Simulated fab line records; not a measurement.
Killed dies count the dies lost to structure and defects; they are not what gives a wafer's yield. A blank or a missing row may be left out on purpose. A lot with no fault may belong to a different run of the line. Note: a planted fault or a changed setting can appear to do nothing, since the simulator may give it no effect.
fab line records    flow gf180mcu
record lots=10  wafers=30  lastDay=34
route steps=602 shown SALICIDE@282 CONTACT@313 M1@317
lots untouched by any fault: they come from a run of this same line in which no faults occurred
startH: start of the lot's first displayed wafer, in hours after the record's first day    waitH: time in hours since the lot's previous step    " as in the row above    L1.1+2: a row that stands for several wafers    - no value, or no start was given    * or withheld: withheld    < > ~ a bound
route shown NAME@n: a module of which the file shows steps, and the number in the route of the first    usual: average and standard deviation across the fault-free wafers    same: alike in all rows    chamber/n: place in a boat    sites: each site's reading    _std_site: how widely they spread, as a standard deviation    _edge_site: the outer-site mean with the inner-site mean subtracted    radiusMm: how far each site lies from the wafer's centre    mask NAME#n: copy n    behind: tool/chamber where the wafer was last shaped    hold: why the lot was held/for how many hours/how that ended    device: whichever transistor did not switch (one of n, p or np)    end of line: the route-end tests of the same wafers    where a step has no rows: the recipe by itself    killed: not the wafer's yield, but the dies lost to structure and defects at the first sort    map: a wafer's dies, x killed, . not, _ none there
set.NAME: setting as actually run; set.NAME@STEP: the setting as run at that earlier step    model.NAME: the simulator's own value behind a step, which no gauge read
route steps across a sampled set of lots; one table per step, one row per wafer
services: from which hour (startH, from the record's first day; less than 0 if before it) a tool's chamber was out of use, for how many hours, and why
## steps
# step GF_SALICIDE_RS_MEAS_04
# recipe thkMeasGauge=four-point-probe  reads=TiN_of_SALICIDE_SPUTTER_03+Co_of_SALICIDE_SPUTTER_02
# usual SALICIDE_TIN_RS=16.5/0.43
lot.wafer  tool          chamber  startH  waitH  SALICIDE_TIN_RS[ohm/sq]
L817.2     filmMetro-02  -        356.61  0.0    16.6
L817.5     "             -        "       "      16.1
L817.6     "             -        "       "      16.6
L818.2     filmMetro-04  -        363.98  0.0    16.5
L818.3     "             -        "       "      16.4
L818.6     "             -        "       "      16.6
L819.1     filmMetro-02  -        371.02  0.0    16.6
L819.2     "             -        "       "      16.7
L819.5     "             -        "       "      15.8
L820.2     filmMetro-02  -        381.37  0.0    16.2
L820.5     "             -        "       "      16.7
L820.6     "             -        "       "      16.9
L826.3     filmMetro-01  -        432.99  0.1    16.1
L826.5     "             -        "       "      16.8
L826.6     "             -        "       "      16.8
L830.1     filmMetro-02  -        473.70  0.0    16.9
L830.2     "             -        "       "      16.2
L830.3     "             -        "       "      16.4
L834.1     filmMetro-01  -        502.55  0.0    16.2
L834.4     "             -        "       "      17.0
L834.5     "             -        "       "      16.9
L835.1     filmMetro-01  -        511.55  0.0    16.1
L835.2     "             -        "       "      15.8
L835.3     "             -        "       "      16.4
L837.3     filmMetro-02  -        525.46  0.1    15.9
L837.4     "             -        "       "      15.6
L837.5     "             -        "       "      15.9
L838.1     filmMetro-04  -        538.05  0.0    15.9
L838.2     "             -        "       "      16.7
L838.4     "             -        "       "      16.2
# step GF_CONTACT_THK_MEAS_26
# recipe thkMeasGauge=xrf  reads=W_of_CONTACT_CVD_24
# usual CONTACT_W_THK=299/5.1
lot.wafer  tool          chamber  startH  waitH  CONTACT_W_THK[nm]
L817.2     filmMetro-01  -        380.41  0.1    295
L817.5     "             -        "       "      295
L817.6     "             -        "       "      296
L818.2     filmMetro-03  -        389.75  0.1    291
L818.3     "             -        "       "      293
L818.6     "             -        "       "      296
L819.1     filmMetro-04  -        396.43  0.1    301
L819.2     "             -        "       "      296
L819.5     "             -        "       "      296
L820.2     filmMetro-04  -        406.51  0.1    300
L820.5     "             -        "       "      296
L820.6     "             -        "       "      300
L826.3     filmMetro-01  -        459.56  0.1    295
L826.5     "             -        "       "      297
L826.6     "             -        "       "      303
L830.1     filmMetro-04  -        499.62  0.1    299
L830.2     "             -        "       "      304
L830.3     "             -        "       "      295
L834.1     filmMetro-01  -        526.45  0.1    302
L834.4     "             -        "       "      299
L834.5     "             -        "       "      301
L835.1     filmMetro-04  -        536.24  0.1    300
L835.2     "             -        "       "      304
L835.3     "             -        "       "      307
L837.3     filmMetro-03  -        549.60  0.1    302
L837.4     "             -        "       "      297
L837.5     "             -        "       "      296
L838.1     filmMetro-01  -        562.10  0.1    304
L838.2     "             -        "       "      307
L838.4     "             -        "       "      306
# step GF_M1_SPUTTER_02
# recipe material=AlCu  targetThkNm=450  powerW=10600  timeS=23.9  chamberPressurePa=0.4
# usual throttleValvePct=30.0/1
lot.wafer  tool           chamber  startH  waitH  throttleValvePct
L817.2     pvdSputter-03  -        380.89  0.0    31.5
L817.5     "              -        "       "      30.0
L817.6     "              -        "       "      29.7
L818.2     pvdSputter-03  -        390.23  0.0    31.2
L818.3     "              -        "       "      30.1
L818.6     "              -        "       "      29.6
L819.1     pvdSputter-03  -        396.92  0.0    31.1
L819.2     "              -        "       "      30.0
L819.5     "              -        "       "      30.2
L820.2     pvdSputter-03  -        406.99  0.0    29.4
L820.5     "              -        "       "      29.8
L820.6     "              -        "       "      30.6
L826.3     pvdSputter-04  -        460.03  0.0    30.2
L826.5     "              -        "       "      31.7
L826.6     "              -        "       "      30.7
L830.1     pvdSputter-03  -        500.11  0.0    30.1
L830.2     "              -        "       "      29.4
L830.3     "              -        "       "      30.7
L834.1     pvdSputter-03  -        526.95  0.0    30.0
L834.4     "              -        "       "      31.1
L834.5     "              -        "       "      29.8
L835.1     pvdSputter-04  -        536.73  0.0    30.4
L835.2     "              -        "       "      28.4
L835.3     "              -        "       "      30.1
L837.3     pvdSputter-02  -        550.08  0.0    28.7
L837.4     "              -        "       "      29.1
L837.5     "              -        "       "      28.4
L838.1     pvdSputter-04  -        562.59  0.0    30.1
L838.2     "              -        "       "      30.4
L838.4     "              -        "       "      31.5
# step GF_M1_RS_MEAS_05
# recipe thkMeasGauge=four-point-probe  reads=TiN_of_M1_SPUTTER_04+Ti_of_M1_SPUTTER_03+AlCu_of_M1_SPUTTER_02+TiN_of_M1_SPUTTER_01+Ti_of_M1_SPUTTER_00
# usual M1_ALCU_RS=0.0698/0.00092
lot.wafer  tool          chamber  startH  waitH  hold                     M1_ALCU_RS[ohm/sq]
L817.2     filmMetro-04  -        381.00  0.0    -                        0.0704
L817.5     "             -        "       "      -                        0.0721
L817.6     "             -        "       "      -                        0.0714
L818.2     filmMetro-02  -        390.34  0.0    -                        0.0692
L818.3     "             -        "       "      -                        0.0704
L818.6     "             -        "       "      -                        0.0698
L819.1     filmMetro-04  -        397.01  0.0    awaitDispo/0.2h/release  0.1031
L819.2     "             -        "       "      awaitDispo/0.2h/release  0.0704
L819.5     "             -        "       "      awaitDispo/0.2h/release  0.1047
L819.1     filmMetro-04  -        397.29  0.3    -                        0.1027
L819.2     "             -        "       "      -                        0.0703
L819.5     "             -        "       "      -                        0.1047
L820.2     filmMetro-04  -        407.10  0.0    awaitDispo/0.2h/release  0.0703
L820.5     "             -        "       "      awaitDispo/0.2h/release  0.1056
L820.6     "             -        "       "      awaitDispo/0.2h/release  0.0701
L820.2     filmMetro-04  -        407.39  0.3    -                        0.0702
L820.5     "             -        "       "      -                        0.1053
L820.6     "             -        "       "      -                        0.0701
L826.3     filmMetro-02  -        460.16  0.1    -                        0.0704
L826.5     "             -        "       "      -                        0.0701
L826.6     "             -        "       "      -                        0.0705
L830.1     filmMetro-02  -        500.20  0.0    -                        0.0700
L830.2     "             -        "       "      -                        0.0704
L830.3     "             -        "       "      -                        0.0705
L834.1     filmMetro-02  -        527.04  0.0    -                        0.0700
L834.4     "             -        "       "      -                        0.0679
L834.5     "             -        "       "      -                        0.0702
L835.1     filmMetro-04  -        536.82  0.0    -                        0.0689
L835.2     "             -        "       "      -                        0.0684
L835.3     "             -        "       "      -                        0.0694
L837.3     filmMetro-02  -        550.21  0.1    -                        0.0704
L837.4     "             -        "       "      -                        0.0685
L837.5     "             -        "       "      -                        0.0697
L838.1     filmMetro-04  -        562.68  0.0    -                        0.0705
L838.2     "             -        "       "      -                        0.0700
L838.4     "             -        "       "      -                        0.0687
# step GF_M1_THK_MEAS_06
# recipe thkMeasGauge=xrf  reads=AlCu_of_M1_SPUTTER_02
# usual M1_ALCU_THK=448/6.4
lot.wafer  tool          chamber  startH  waitH  hold                     M1_ALCU_THK[nm]
L817.2     filmMetro-04  -        381.11  0.1    -                        440
L817.5     "             -        "       "      -                        432
L817.6     "             -        "       "      -                        436
L818.2     filmMetro-02  -        390.45  0.1    -                        450
L818.3     "             -        "       "      -                        443
L818.6     "             -        "       "      -                        446
L819.1     filmMetro-04  -        401.14  3.8    awaitDispo/0.2h/release  302
L819.2     "             -        "       "      awaitDispo/0.2h/release  440
L819.5     "             -        "       "      awaitDispo/0.2h/release  299
L819.1     filmMetro-04  -        401.40  0.2    -                        304
L819.2     "             -        "       "      -                        444
L819.5     "             -        "       "      -                        296
L820.2     filmMetro-04  -        410.25  2.8    awaitDispo/0.2h/release  443
L820.5     "             -        "       "      awaitDispo/0.2h/release  296
L820.6     "             -        "       "      awaitDispo/0.2h/release  444
L820.2     filmMetro-04  -        410.48  0.2    -                        440
L820.5     "             -        "       "      -                        297
L820.6     "             -        "       "      -                        444
L826.3     filmMetro-02  -        460.26  0.1    -                        446
L826.5     "             -        "       "      -                        446
L826.6     "             -        "       "      -                        444
L830.1     filmMetro-02  -        500.32  0.1    -                        446
L830.2     "             -        "       "      -                        442
L830.3     "             -        "       "      -                        443
L834.1     filmMetro-02  -        527.16  0.1    -                        450
L834.4     "             -        "       "      -                        463
L834.5     "             -        "       "      -                        449
L835.1     filmMetro-04  -        536.94  0.1    -                        455
L835.2     "             -        "       "      -                        458
L835.3     "             -        "       "      -                        451
L837.3     filmMetro-02  -        550.31  0.1    -                        445
L837.4     "             -        "       "      -                        455
L837.5     "             -        "       "      -                        447
L838.1     filmMetro-04  -        562.80  0.1    -                        445
L838.2     "             -        "       "      -                        448
L838.4     "             -        "       "      -                        457
# step GF_M1_OVL_MEAS_15
# usual M1_OVL=-2/5
lot.wafer  tool        chamber  startH  waitH  M1_OVL[nm]
L817.2     overlay-01  -        404.16  0.1    0
L817.5     "           -        "       "      2
L817.6     "           -        "       "      -2
L818.2     overlay-01  -        413.53  0.1    -6
L818.3     "           -        "       "      -2
L818.6     "           -        "       "      -4
L819.1     overlay-02  -        420.63  0.1    -7
L819.2     "           -        "       "      -3
L819.5     "           -        "       "      -7
L820.2     overlay-02  -        431.98  0.1    -1
L820.5     "           -        "       "      2
L820.6     "           -        "       "      1
L826.3     overlay-02  -        484.42  0.1    -8
L826.5     "           -        "       "      -3
L826.6     "           -        "       "      0
L830.1     overlay-01  -        523.32  0.1    -1
L830.2     "           -        "       "      -3
L830.3     "           -        "       "      -5
L834.1     overlay-01  -        549.97  0.1    6
L834.4     "           -        "       "      0
L834.5     "           -        "       "      -7
L835.1     overlay-01  -        559.71  0.1    -8
L835.2     "           -        "       "      -6
L835.3     "           -        "       "      -6
L837.3     overlay-02  -        572.09  0.1    11
L837.4     "           -        "       "      6
L837.5     "           -        "       "      4
L838.1     overlay-01  -        584.63  0.1    -9
L838.2     "           -        "       "      -7
L838.4     "           -        "       "      -10
# step GF_M1_METAL_ETCH_16
# recipe chemistry=Cl2/BCl3  maskMaterial=KrF  targetDepthNm=627.5  stopOn=SiO2  pressureMtorr=8  icpW=800  biasW=140  Cl2_flow_sccm=80  bcl3FlowSccm=40  timeS=104.6
# usual drypumpMotorCurrentA=5.20/0.29  oesProductAu=0.969/0.0076  throttleValvePct=28.254/0.012
lot.wafer  tool         chamber  startH  waitH  drypumpMotorCurrentA  oesProductAu  rfHoursCounterH  throttleValvePct
L817.2     rieMetal-01  1        404.19  0.0    5.31                  0.969         10               28.265
L817.5     "            0        "       "      5.04                  0.950         -                28.264
L817.6     "            1        "       "      5.31                  0.951         -                28.281
L818.2     rieMetal-02  0        413.56  0.0    5.48                  0.970         10               28.251
L818.3     "            1        "       "      5.14                  0.960         -                28.246
L818.6     "            0        "       "      5.48                  0.974         -                28.239
L819.1     rieMetal-03  0        420.66  0.0    5.70                  0.832         8                28.398
L819.2     "            1        "       "      4.91                  0.965         10               28.255
L819.5     "            1        "       "      4.89                  0.821         -                28.393
L820.2     rieMetal-01  0        432.01  0.0    5.02                  0.973         9                28.257
L820.5     "            1        "       "      5.32                  0.818         -                28.421
L820.6     "            0        "       "      4.98                  0.972         -                28.242
L826.3     rieMetal-02  1        484.48  0.1    5.12                  0.964         -                28.263
L826.5     "            0        "       "      5.47                  0.969         -                28.262
L826.6     "            1        "       "      5.08                  0.970         -                28.248
L830.1     rieMetal-01  1        523.36  0.0    5.31                  0.970         0                28.266
L830.2     "            0        "       "      5.00                  0.968         12               28.242
L830.3     "            1        "       "      5.29                  0.966         -                28.252
L834.1     rieMetal-03  0        550.01  0.0    5.68                  0.969         11               28.265
L834.4     "            1        "       "      4.90                  0.977         -                28.238
L834.5     "            0        "       "      5.66                  0.966         -                28.267
L835.1     rieMetal-01  1        559.74  0.0    5.28                  0.974         1                28.241
L835.2     "            0        "       "      5.04                  0.974         12               28.222
L835.3     "            1        "       "      5.30                  0.977         -                28.268
L837.3     rieMetal-03  1        572.19  0.1    4.87                  0.978         -                28.268
L837.4     "            1        "       "      4.88                  0.983         -                28.231
L837.5     "            1        "       "      4.87                  0.972         -                28.244
L838.1     rieMetal-03  1        584.66  0.0    4.88                  0.969         3                28.252
L838.2     "            0        "       "      5.64                  0.969         0                28.257
L838.4     "            1        "       "      4.88                  0.974         -                28.245
## services
tool           chamber  startH  hours  kind
rieMetal-02    -        388.32  2.4    repair
pvdSputter-03  3        430.73  -      consumableReplace:kit
pvdSputter-03  3        430.73  18.0   scheduledDown
pvdSputter-03  3        430.73  18.0   ventCycle
rieMetal-03    1        443.12  -      clean
rieMetal-03    1        443.12  19.8   scheduledDown
rieMetal-03    1        443.12  19.8   ventCycle
pvdSputter-03  -        474.38  5.7    repair
rieMetal-01    1        479.76  -      clean
rieMetal-01    1        479.76  28.2   scheduledDown
rieMetal-01    1        479.76  28.2   ventCycle
rieMetal-02    -        540.60  0.7    repair
pvdSputter-02  -        546.71  1.0    repair
pvdSputter-04  -        548.40  0.5    repair
rieMetal-03    1        556.39  1.1    repair
rieMetal-03    0        558.91  -      clean
rieMetal-03    0        558.91  21.5   scheduledDown
rieMetal-03    0        558.91  21.5   ventCycle
rieMetal-01    0        567.55  -      clean
rieMetal-01    0        567.55  13.7   scheduledDown
rieMetal-01    0        567.55  13.7   ventCycle
pvdSputter-03  2        578.78  -      consumableReplace:kit
pvdSputter-03  2        578.78  18.0   scheduledDown
pvdSputter-03  2        578.78  18.0   ventCycle
## key
firstSign step=GF_M1_RS_MEAS_05  reading=visit  direction=added
effect step=GF_M1_RS_MEAS_05  reading=M1_ALCU_RS  direction=up  sigmas=38  usual=0.0698  struck=0.1045
effect step=GF_M1_THK_MEAS_06  reading=visit  direction=added
effect step=GF_M1_THK_MEAS_06  reading=M1_ALCU_THK  direction=down  sigmas=23  usual=448  struck=299
effect step=GF_M1_METAL_ETCH_16  reading=oesProductAu  direction=down  sigmas=19  usual=0.969  struck=0.824
metAt GF_M1_SPUTTER_02
struckLots L819,L820
struckWafers L819.1,L819.5,L820.5
notActingAt GF_SALICIDE_RS_MEAS_04,GF_CONTACT_THK_MEAS_26,GF_M1_OVL_MEAS_15
onsetBetween 390.23 396.92
fault kind=processParameterDrift  tool=pvdSputter-03  chamber=-  onsetH=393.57  steps=GF_M1_SPUTTER_02  channel=targetThkNm  offset=-143.88  shape=step  endH=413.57  scope=struckWafersOnly  actsIn=theseRecipesOnly  stated=450
